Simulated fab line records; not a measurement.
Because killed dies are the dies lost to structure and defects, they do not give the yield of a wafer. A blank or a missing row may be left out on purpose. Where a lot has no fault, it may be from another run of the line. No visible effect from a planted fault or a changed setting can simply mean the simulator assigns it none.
2 desks looking at one fault | flow gf180mcu | each desk holds nothing but its own numbers, with what lay behind them at the end

== FROM THE METROLOGY DESK ==
Means of the sampled wafers that have a number, per lot and without regard to the tool the lot ran on: this is what the gauges read. The brackets show how far a lot's mean lies from the usual mean; more than 4 standard deviations puts the lot out of limits, marked OUT.
Columns: A = cd_nm at GF_M1_CD_MEAS_14, usual 229.7 nm; B = V1_CVD_00_THK at GF_V1_THK_MEAS_01, usual 613 nm; C = V1_W_RS at GF_V1_RS_MEAS_24, usual 0.3288 ohm/sq; D = V1_W_THK at GF_V1_THK_MEAS_25, usual 348 nm
lot  | first seen here | A     | B   | C                 | D
L151 | day 16 16:46    | 229.5 | 615 | 0.3281            | 343
L152 | day 16 22:58    | 229.3 | 617 | 0.3294            | 349
L155 | day 18 14:23    | 229.1 | 613 | 0.3273            | 351
L157 | day 19 05:34    | 231.0 | 618 | 0.3308            | 343
L158 | day 20 00:04    | 229.3 | 615 | 0.3267            | 354
L160 | day 21 05:43    | 231.2 | 611 | 0.3298            | 346
L162 | day 21 07:12    | 228.6 | 616 | 0.3286            | 348
L166 | day 22 20:59    | 229.0 | 612 | 0.3148 (-5.2) OUT | 365 (+4.6) OUT
L167 | day 23 08:16    | 230.9 | 611 | 0.3196            | 357
L169 | day 23 11:47    | 229.2 | 602 | 0.3301            | 346
L168 | day 23 13:25    | 230.0 | 608 | 0.3297            | 346
L171 | day 24 09:11    | 229.6 | 611 | 0.3304            | 348
L172 | day 24 22:26    | 228.0 | 611 | 0.3298            | 348
L174 | day 25 10:47    | 230.2 | 617 | 0.3287            | 349
This desk's result: L166 out of limits, first on L166 (V1_W_RS at GF_V1_RS_MEAS_24), day 23 21:50. In limits: L151, L152, L155, L157, L158, L160, L162, L167, L169, L168, L171, L172, L174.

== DESK OF THE TOOL OWNER: cvd_w-02 ==
The tool's own readings at GF_V1_CVD_23 (deposits W, target thk 350 nm, time 105.05 s): means of the sampled wafers that have a number, for each lot that ran on this tool. The brackets show how far a lot's mean lies from the usual mean; more than 4 standard deviations puts the lot out of limits, marked OUT.
Columns: A = chamber_pressure_Torr at GF_V1_CVD_23, usual 40.00 Torr; B = heater_power_w at GF_V1_CVD_23, usual 888 W
lot  | first seen here | A               | B
L151 | day 17 18:52    | 39.96           | 980
L152 | day 18 00:19    | 40.04           | 989
L155 | day 19 16:54    | 40.04           | 975
L166 | day 23 21:43    | 43.17 (+35) OUT | 940
L167 | day 24 09:10    | 43.14 (+35) OUT | 1019
This desk finds L166, L167 out of limits, L166 being first, at day 23 21:43 (chamber_pressure_Torr at GF_V1_CVD_23). In limits: L151, L152, L155.

== PUT TOGETHER ==
On L166, L167, at day 23 21:43, an alarm was possible from the tool owner's desk.
L166 would have let the metrology desk raise an alarm at day 23 21:50.
The metrology desk holds a record of L167, inside its limits.
On cvd_w-02, each named lot ran GF_V1_CVD_23.

== WHAT HAD BEEN PUT IN BY THE SIMULATOR ==
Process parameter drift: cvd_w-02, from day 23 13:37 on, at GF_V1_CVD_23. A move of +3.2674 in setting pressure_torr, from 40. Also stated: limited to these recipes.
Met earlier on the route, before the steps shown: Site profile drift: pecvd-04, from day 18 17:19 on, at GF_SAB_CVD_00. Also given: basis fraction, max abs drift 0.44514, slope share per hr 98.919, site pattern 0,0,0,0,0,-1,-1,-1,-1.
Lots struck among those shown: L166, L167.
Fault start to first reading out of limits, in hours, per desk: tool owner, 8; metrology, 8.
